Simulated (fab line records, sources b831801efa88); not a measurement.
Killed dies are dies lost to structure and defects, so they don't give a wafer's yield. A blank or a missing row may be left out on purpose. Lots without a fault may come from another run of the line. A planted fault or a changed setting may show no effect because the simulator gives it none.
Which tool did it? | flow gf180mcu | 9 lots, 27 wafers sampled, at 2 steps of a route of 602

WHAT THE GAUGES READ, wafer by wafer
GF_STI_THK_MEAS_24.
lot  | measured    | on            | STI_CVD_23_THK (nm)
L895 | day 2 04:13 | film_metro-02 | 640 637 646
L896 | day 2 09:11 | film_metro-04 | 644 646 649
L897 | day 2 14:43 | film_metro-04 | 664 658 663
L902 | day 3 17:40 | film_metro-03 | 497 493 657
L908 | day 5 00:27 | film_metro-02 | 659 653 655
L911 | day 5 14:26 | film_metro-03 | 655 648 649
L916 | day 6 15:34 | film_metro-02 | 654 654 655
L917 | day 6 20:06 | film_metro-02 | 650 652 653
L918 | day 7 08:08 | film_metro-04 | 643 647 643

WHICH TOOL RAN EACH LOT (tool, then ch and the chambers of the sampled wafers, then the start)
lot  | GF_STI_CVD_23
L895 | hdpcvd-02 ch 0,2, day 2 04:08
L896 | hdpcvd-02 ch 1,2, day 2 09:05
L897 | hdpcvd-01 ch 1,2, day 2 14:37
L902 | hdpcvd-01 ch 0,1, day 3 17:35
L908 | hdpcvd-02 ch 0,2, day 5 00:21
L911 | hdpcvd-02 ch 0,1, day 5 14:22
L916 | hdpcvd-01 ch 0,2, day 6 15:26
L917 | hdpcvd-01 ch 0,1,2, day 6 20:01
L918 | hdpcvd-02 ch 0,1,2, day 7 07:59
- GF_STI_CVD_23: deposits SiO2, target thk 650 nm, time 108.3 s.

WHAT THE TOOLS THEMSELVES READ (means of the sampled wafers that have a number; where no wafer has one, the mark that the record gives instead)
GF_STI_CVD_23.
lot  | tool      | pressure_mtorr (mTorr)
L895 | hdpcvd-02 | 6.000
L896 | hdpcvd-02 | 5.995
L897 | hdpcvd-01 | 6.000
L902 | hdpcvd-01 | 6.004
L908 | hdpcvd-02 | 6.002
L911 | hdpcvd-02 | 6.004
L916 | hdpcvd-01 | 6.012
L917 | hdpcvd-01 | 6.004
L918 | hdpcvd-02 | 6.005

THE ANSWER, worked out from the rows above alone
Rule: what is usual is taken from the lots themselves. Put in order of their means at a reading, lots are off if they are a third of the lots or fewer, leave a main group of 4 or more, and stand apart from it by a gap of 3 or more times the standard deviation of the main group's means; of several such gaps the widest counts. A main group whose means are all the same, to the digits that the tables above print for the reading, isn't used. A lot without any number at a reading at which 4 lots or more have one is off too. The other lots that the step has rows for count as sound. The gauges are gone through in route order, then the tools' own readings, and for those a lot's mean is taken as printed above. The first step at which some lot is off is used, and at that step the reading that is off furthest; a lot without a number counts as furthest.
Off: L902, at GF_STI_THK_MEAS_24 (STI_CVD_23_THK). The main group: mean 651 nm, standard deviation 6.3.
A tool fits if, at a process step before that reading, it ran every lot that is off, and no sound lot after the first of them. The gauges at GF_STI_THK_MEAS_24 are tried like those tools. None of those tried fits.

WHAT THE SIMULATOR HAD PUT IN
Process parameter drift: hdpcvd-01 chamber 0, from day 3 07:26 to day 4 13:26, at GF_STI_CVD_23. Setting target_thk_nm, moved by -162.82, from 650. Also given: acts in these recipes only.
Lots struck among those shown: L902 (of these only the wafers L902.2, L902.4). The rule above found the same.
